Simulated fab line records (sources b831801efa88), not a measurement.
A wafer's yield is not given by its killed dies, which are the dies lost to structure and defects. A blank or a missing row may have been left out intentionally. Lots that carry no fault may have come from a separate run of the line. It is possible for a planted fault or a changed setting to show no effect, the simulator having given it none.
Which tool is to blame? + flow gf180mcu + 6 lots, 18 wafers sampled, at 4 steps of a route of 602

== WHAT THE GAUGES READ, wafer by wafer ==
GF_V4_THK_MEAS_01.
| lot  | measured     | on           | V4_CVD_00_THK (nm) |
|------|--------------|--------------|--------------------|
| L209 | day 24 04:28 | filmMetro-01 | 601 611 604        |
| L214 | day 25 23:23 | filmMetro-04 | 606 603 594        |
| L217 | day 27 02:29 | filmMetro-04 | 607 603 603        |
| L222 | day 28 18:04 | filmMetro-02 | 596 599 287        |
| L227 | day 29 23:39 | filmMetro-04 | 599 609 599        |
| L230 | day 30 18:50 | filmMetro-01 | 601 602 603        |

== WHAT TOOL EACH LOT RAN ON (gives the tool, then ch and the chambers of the sampled wafers, and finally the start) ==
| lot  | GF_V3_ETCH_16                     | GF_M4_SPUTTER_02            | GF_V4_CVD_00                     |
|------|-----------------------------------|-----------------------------|----------------------------------|
| L209 | rieDiel-03 ch 1,2, day 23 03:19   | pvdSputter-02, day 23 04:48 | hdpcvd-01 ch 1,2, day 24 04:21   |
| L214 | rieDiel-01 ch 1,2,3, day 24 23:47 | pvdSputter-01, day 25 01:27 | hdpcvd-01 ch 0,1,2, day 25 23:18 |
| L217 | rieDiel-04 ch 0,2, day 26 03:04   | pvdSputter-01, day 26 04:34 | hdpcvd-01 ch 0,2, day 27 02:25   |
| L222 | rieDiel-04 ch 0,1,3, day 27 20:19 | pvdSputter-02, day 27 21:49 | hdpcvd-01 ch 0,1,2, day 28 18:01 |
| L227 | rieDiel-01 ch 0,1,2, day 29 02:22 | pvdSputter-03, day 29 03:50 | hdpcvd-02 ch 0,2, day 29 23:34   |
| L230 | rieDiel-03 ch 0,2,3, day 29 22:13 | pvdSputter-03, day 29 23:42 | hdpcvd-02 ch 0,1, day 30 18:45   |
- GF_V3_ETCH_16: etches BARC in N2/H2.
- GF_M4_SPUTTER_02: material AlCu, target thk 450 nm, time 23.9 s.
- GF_V4_CVD_00: deposits SiO2, target thk 600 nm, time 100 s.

== THE ANSWER, worked out from the rows above alone ==
Rule: usual is defined by the lots themselves. The widest of any qualifying gaps counts: lots, ordered by their means at a reading, are off when they make up no more than a third of the lots, leave a main group of 4 or more, and stand apart from it by 3 or more times the standard deviation of that group's means. Not used: any main group whose means are identical at the precision the tables above print for the reading. A lot without any number at a reading at which 4 lots or more have one is off too. Where the step has rows for the other lots, those lots are counted as sound.
Off: at GF_V4_THK_MEAS_01 (V4_CVD_00_THK), L222. For the main group the mean is 603 nm and the standard deviation 1.6.
A tool fits if, at a process step before that reading, it ran every lot that is off, and no sound lot after the first of them. The gauges at GF_V4_THK_MEAS_01 are tried like those tools. Can't be told from this: 4 tools fit, rieDiel-04 at GF_V3_ETCH_16, pvdSputter-02 at GF_M4_SPUTTER_02, hdpcvd-01 at GF_V4_CVD_00, filmMetro-02 at GF_V4_THK_MEAS_01.

== WHAT WAS PUT IN BY THE SIMULATOR ==
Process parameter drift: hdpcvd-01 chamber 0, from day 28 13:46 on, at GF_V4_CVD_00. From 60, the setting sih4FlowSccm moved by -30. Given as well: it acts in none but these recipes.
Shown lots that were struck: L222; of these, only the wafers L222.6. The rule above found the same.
